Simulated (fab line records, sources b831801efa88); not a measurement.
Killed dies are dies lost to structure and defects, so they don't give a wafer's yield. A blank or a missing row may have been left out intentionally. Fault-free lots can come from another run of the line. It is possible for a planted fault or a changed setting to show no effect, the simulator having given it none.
fab line records | flow gf180mcu | part 2 of 2: steps 28 to 36 of 36
record lots=5 | wafers=15 | lastDay=33
route steps=602 shown M1@331 V1@335 M2@362
lots that met no fault: taken from a fault-free run of the same line
startH: hours from the record's first day to the start of the lot's first wafer shown | waitH: time in hours since the lot's previous step | " unchanged from the row above | L1.1+2: a row that stands for several wafers | - no value present, or no start provided | * or withheld: withheld | < > ~ a bound
route shown NAME@n: names a module that has steps shown in the file, with the first one's number in the route | usual: mean/standard deviation taken from wafers without a fault | same: alike in all rows | chamber/n: place in a boat | sites: the reading at each site | _std_site: how widely they spread, as a standard deviation | _edge_site: mean of outer sites minus mean of inner sites | radiusMm: how far each site lies from the wafer's centre | mask NAME#n: copy n | behind: tool/chamber where the wafer was last shaped | hold: why the lot went on hold/how many hours it stayed there/how the hold came to an end | device: the n, p or np transistor that did not switch | end of line: the route-end tests of the same wafers | for a step that has no rows: nothing shown but its recipe | killed: dies lost to structure and defects at the first sort, not the wafer's yield | map: a wafer's dies, marking killed ones x, the rest . and places with no die _
set.NAME: the setting the step ran with; set.NAME@STEP: the setting that earlier step ran with | model.NAME: the simulator's own value behind a step, which no gauge read
lots at some steps of the route; a table a step, a row a wafer
services: from which hour (startH, from the record's first day; less than 0 if before it) a tool's chamber was out of use, for how many hours, and why
## steps
# step GF_V1_CVD_23
# recipe material=W | targetThkNm=350 | timeS=105.05 | tempC=400 | pressureTorr=40
# usual heaterPowerW=821/43
lot.wafer | tool    | chamber | startH | waitH | heaterPowerW
L075.1    | cvdW-01 | 1       | 425.66 | 0.0   | 808
L075.5    | "       | 1       | "      | "     | 775
L075.6    | "       | 0       | "      | "     | 908
L076.1    | cvdW-01 | 1       | 430.80 | 0.0   | 780
L076.2    | "       | 1       | "      | "     | 795
L076.4    | "       | 1       | "      | "     | 821
L084.1    | cvdW-01 | 0       | 508.68 | 0.0   | 874
L084.2    | "       | 1       | "      | "     | 811
L084.4    | "       | 1       | "      | "     | 815
L089.1    | cvdW-01 | 0       | 545.72 | 0.0   | 891
L089.3    | "       | 1       | "      | "     | 806
L089.5    | "       | 0       | "      | "     | 899
L090.1    | cvdW-01 | 1       | 557.62 | 0.0   | 779
L090.4    | "       | 0       | "      | "     | 902
L090.5    | "       | 0       | "      | "     | 904
# step GF_V1_RS_MEAS_24
# recipe thkMeasGauge=four-point-probe | reads=W_of_V1_CVD_23+TiN_of_V1_SPUTTER_22+Ti_of_V1_SPUTTER_21
# usual V1_W_RS=0.326/0.0046
lot.wafer | tool         | chamber | startH | waitH | V1_W_RS[ohm/sq]
L075.1    | filmMetro-01 | -       | 425.78 | 0.1   | 0.323
L075.5    | "            | -       | "      | "     | 0.326
L075.6    | "            | -       | "      | "     | 0.334
L076.1    | filmMetro-04 | -       | 431.03 | 0.2   | 0.323
L076.2    | "            | -       | "      | "     | 0.326
L076.4    | "            | -       | "      | "     | 0.324
L084.1    | filmMetro-04 | -       | 508.79 | 0.1   | 0.327
L084.2    | "            | -       | "      | "     | 0.321
L084.4    | "            | -       | "      | "     | 0.316
L089.1    | filmMetro-04 | -       | 545.83 | 0.1   | 0.327
L089.3    | "            | -       | "      | "     | 0.319
L089.5    | "            | -       | "      | "     | 0.328
L090.1    | filmMetro-03 | -       | 557.73 | 0.1   | 0.317
L090.4    | "            | -       | "      | "     | 0.320
L090.5    | "            | -       | "      | "     | 0.323
# step GF_V1_THK_MEAS_25
# recipe thkMeasGauge=xrf | reads=W_of_V1_CVD_23
# usual V1_W_THK=368/5.6
lot.wafer | tool         | chamber | startH | waitH | V1_W_THK[nm]
L075.1    | filmMetro-01 | -       | 425.90 | 0.1   | 373
L075.5    | "            | -       | "      | "     | 374
L075.6    | "            | -       | "      | "     | 360
L076.1    | filmMetro-04 | -       | 431.15 | 0.1   | 368
L076.2    | "            | -       | "      | "     | 364
L076.4    | "            | -       | "      | "     | 366
L084.1    | filmMetro-04 | -       | 508.91 | 0.1   | 369
L084.2    | "            | -       | "      | "     | 378
L084.4    | "            | -       | "      | "     | 383
L089.1    | filmMetro-04 | -       | 545.95 | 0.1   | 362
L089.3    | "            | -       | "      | "     | 374
L089.5    | "            | -       | "      | "     | 362
L090.1    | filmMetro-03 | -       | 557.85 | 0.1   | 377
L090.4    | "            | -       | "      | "     | 374
L090.5    | "            | -       | "      | "     | 368
# step GF_V1_CMP_26
# recipe stopOn=SiO2 | downForcePsi=3.5 | platenRpm=60 | tOverpolishS=15 | targetThkNm=0 | padVelocityMS=0.94248
# usual motorCurrentA=10.5/1.4 | overpolishRunS=15.000/0.0083 | retainingRingPressureFrac=1.000/0.0051 | slurryFilterDpKPa=13.49/0.15 | timeToEndpointS=85/4.2
lot.wafer | tool   | chamber | startH | waitH | motorCurrentA | overpolishRunS | retainingRingPressureFrac | slurryFilterDpKPa | timeToEndpointS
L075.1    | cmp-02 | 0       | 425.98 | 0.1   | 12.4          | 15.009         | 1.007                     | 13.54             | 85
L075.6    | "      | 0       | "      | "     | 12.1          | 14.989         | 1.004                     | 13.28             | 84
L075.5    | "      | 1       | "      | "     | 11.9          | 14.992         | 1.005                     | 13.62             | 81
L076.4    | cmp-01 | 2       | 431.21 | 0.0   | 9.1           | 14.998         | 1.001                     | 13.49             | 82
L076.2    | "      | 0       | "      | "     | 11.4          | 14.988         | 1.002                     | 13.70             | 82
L076.1    | "      | 1       | "      | "     | 8.6           | 15.000         | 1.003                     | 13.28             | 85
L084.1    | cmp-02 | 3       | 508.97 | 0.1   | 10.0          | 15.000         | 0.997                     | 13.31             | 93
L084.4    | "      | 0       | "      | "     | 11.9          | 15.006         | 1.003                     | 13.46             | 87
L084.2    | "      | 1       | "      | "     | 12.4          | 14.984         | 0.999                     | 13.72             | 82
L089.1    | cmp-02 | 0       | 546.06 | 0.1   | 12.3          | 14.997         | 0.998                     | 13.44             | 85
L089.3    | "      | 1       | "      | "     | 12.1          | 14.997         | 0.993                     | 13.72             | 86
L089.5    | "      | 3       | "      | "     | 9.7           | 14.994         | 0.992                     | 13.39             | 93
L090.1    | cmp-02 | 3       | 557.91 | 0.1   | 9.2           | 15.008         | 1.003                     | 13.71             | 92
L090.4    | "      | 0       | "      | "     | 12.8          | 14.999         | 1.000                     | 13.33             | 84
L090.5    | "      | 3       | "      | "     | 9.4           | 14.988         | 1.004                     | 13.42             | 91
# step GF_M2_SPUTTER_00
# recipe material=Ti | targetThkNm=37.5 | arrivingIonEnergyEv=80 | substrateTempC=200 | chamberPressurePa=2 | powerW=4000 | timeS=150
# usual throttleValvePct=30.4/0.98
lot.wafer | tool          | chamber | startH | waitH | throttleValvePct
L075.1    | pvdSputter-02 | -       | 426.28 | 0.2   | 29.7
L075.5    | "             | -       | "      | "     | 29.7
L075.6    | "             | -       | "      | "     | 30.9
L076.1    | pvdSputter-01 | -       | 431.51 | 0.1   | 31.3
L076.2    | "             | -       | "      | "     | 31.8
L076.4    | "             | -       | "      | "     | 29.0
L084.1    | pvdSputter-04 | -       | 509.27 | 0.2   | 29.6
L084.2    | "             | -       | "      | "     | 33.0
L084.4    | "             | -       | "      | "     | 30.0
L089.1    | pvdSputter-02 | -       | 546.31 | 0.2   | 29.7
L089.3    | "             | -       | "      | "     | 30.3
L089.5    | "             | -       | "      | "     | 29.7
L090.1    | pvdSputter-04 | -       | 558.21 | 0.2   | 31.3
L090.4    | "             | -       | "      | "     | 32.7
L090.5    | "             | -       | "      | "     | 29.8
# step GF_M2_SPUTTER_01
# recipe material=TiN | targetThkNm=30 | powerW=6500 | timeS=25 | chamberPressurePa=0.4
# usual throttleValvePct=30.5/0.98
lot.wafer | tool          | chamber | startH | waitH | throttleValvePct
L075.1    | pvdSputter-02 | -       | 426.38 | 0.1   | 29.7
L075.5    | "             | -       | "      | "     | 30.1
L075.6    | "             | -       | "      | "     | 31.2
L076.1    | pvdSputter-01 | -       | 431.61 | 0.1   | 31.1
L076.2    | "             | -       | "      | "     | 31.7
L076.4    | "             | -       | "      | "     | 28.8
L084.1    | pvdSputter-04 | -       | 509.37 | 0.1   | 29.9
L084.2    | "             | -       | "      | "     | 33.1
L084.4    | "             | -       | "      | "     | 30.1
L089.1    | pvdSputter-02 | -       | 546.41 | 0.1   | 29.6
L089.3    | "             | -       | "      | "     | 30.3
L089.5    | "             | -       | "      | "     | 29.5
L090.1    | pvdSputter-04 | -       | 558.31 | 0.1   | 31.4
L090.4    | "             | -       | "      | "     | 32.9
L090.5    | "             | -       | "      | "     | 29.7
# step GF_M2_SPUTTER_02
# recipe material=AlCu | targetThkNm=450 | powerW=10600 | timeS=23.9 | chamberPressurePa=0.4
# usual throttleValvePct=30.4/0.99
lot.wafer | tool          | chamber | startH | waitH | throttleValvePct
L075.1    | pvdSputter-02 | -       | 426.41 | 0.0   | 29.8
L075.5    | "             | -       | "      | "     | 29.5
L075.6    | "             | -       | "      | "     | 31.0
L076.1    | pvdSputter-01 | -       | 431.64 | 0.0   | 31.3
L076.2    | "             | -       | "      | "     | 31.6
L076.4    | "             | -       | "      | "     | 28.9
L084.1    | pvdSputter-04 | -       | 509.40 | 0.0   | 29.6
L084.2    | "             | -       | "      | "     | 32.8
L084.4    | "             | -       | "      | "     | 30.0
L089.1    | pvdSputter-02 | -       | 546.44 | 0.0   | 29.7
L089.3    | "             | -       | "      | "     | 30.6
L089.5    | "             | -       | "      | "     | 29.8
L090.1    | pvdSputter-04 | -       | 558.34 | 0.0   | 31.4
L090.4    | "             | -       | "      | "     | 32.7
L090.5    | "             | -       | "      | "     | 29.9
# step GF_M2_SPUTTER_03
# recipe material=Ti | targetThkNm=10 | substrateTempC=300 | chamberPressurePa=0.3 | powerW=3000 | timeS=6.7
# usual throttleValvePct=30.5/0.99
lot.wafer | tool          | chamber | startH | waitH | throttleValvePct
L075.1    | pvdSputter-02 | -       | 426.44 | 0.0   | 29.9
L075.5    | "             | -       | "      | "     | 29.7
L075.6    | "             | -       | "      | "     | 31.2
L076.1    | pvdSputter-01 | -       | 431.67 | 0.0   | 31.1
L076.2    | "             | -       | "      | "     | 31.4
L076.4    | "             | -       | "      | "     | 29.2
L084.1    | pvdSputter-04 | -       | 509.43 | 0.0   | 29.5
L084.2    | "             | -       | "      | "     | 33.1
L084.4    | "             | -       | "      | "     | 30.2
L089.1    | pvdSputter-02 | -       | 546.47 | 0.0   | 29.8
L089.3    | "             | -       | "      | "     | 30.5
L089.5    | "             | -       | "      | "     | 29.7
L090.1    | pvdSputter-04 | -       | 558.37 | 0.0   | 31.2
L090.4    | "             | -       | "      | "     | 32.9
L090.5    | "             | -       | "      | "     | 29.6
# step GF_M2_SPUTTER_04
# recipe material=TiN | targetThkNm=50 | powerW=6500 | timeS=41.7 | chamberPressurePa=0.4
# usual throttleValvePct=30.4/1
lot.wafer | tool          | chamber | startH | waitH | throttleValvePct
L075.1    | pvdSputter-02 | -       | 426.46 | 0.0   | 29.7
L075.5    | "             | -       | "      | "     | 29.5
L075.6    | "             | -       | "      | "     | 31.1
L076.1    | pvdSputter-01 | -       | 431.69 | 0.0   | 31.0
L076.2    | "             | -       | "      | "     | 31.6
L076.4    | "             | -       | "      | "     | 28.9
L084.1    | pvdSputter-04 | -       | 509.45 | 0.0   | 29.7
L084.2    | "             | -       | "      | "     | 33.0
L084.4    | "             | -       | "      | "     | 29.9
L089.1    | pvdSputter-02 | -       | 546.49 | 0.0   | 29.6
L089.3    | "             | -       | "      | "     | 30.5
L089.5    | "             | -       | "      | "     | 29.7
L090.1    | pvdSputter-04 | -       | 558.39 | 0.0   | 31.2
L090.4    | "             | -       | "      | "     | 33.0
L090.5    | "             | -       | "      | "     | 29.8
## services
tool           | chamber | startH | hours | kind
rieDiel-01     | -       | 376.09 | 0.2   | repair
krfScanner-02  | -       | 378.99 | 0.8   | pm
cvdW-01        | -       | 390.00 | 14.0  | pm
cmp-01         | -       | 392.81 | 1.6   | repair
cmp-01         | -       | 394.04 | 0.6   | repair
plasmaAsher-01 | -       | 398.47 | 5.5   | repair
cmp-01         | -       | 404.00 | 4.0   | pm
krfScanner-02  | -       | 413.30 | 1.3   | pm
cmp-01         | -       | 414.05 | 0.5   | repair
cmp-02         | -       | 417.43 | 0.7   | repair
rieDiel-01     | 3       | 425.54 | 2.6   | repair
pvdSputter-01  | -       | 426.56 | 1.4   | repair
cvdW-01        | 0       | 426.72 | 28.6  | repair
pvdSputter-02  | -       | 427.17 | 1.0   | repair
cmp-01         | -       | 440.54 | 4.4   | repair
cmp-01         | -       | 444.98 | 4.9   | pm
cmp-02         | -       | 455.27 | 5.7   | pm
cmp-02         | -       | 460.98 | 5.7   | pm
krfScanner-02  | -       | 473.65 | 4.4   | pm
plasmaAsher-01 | -       | 476.14 | 2.5   | repair
cvdW-01        | -       | 494.73 | 0.6   | repair
rieDiel-01     | 2       | 537.19 | 6.6   | repair
pecvd-01       | 1       | 541.94 | 15.6  | repair
pvdSputter-02  | -       | 554.99 | 1.7   | repair
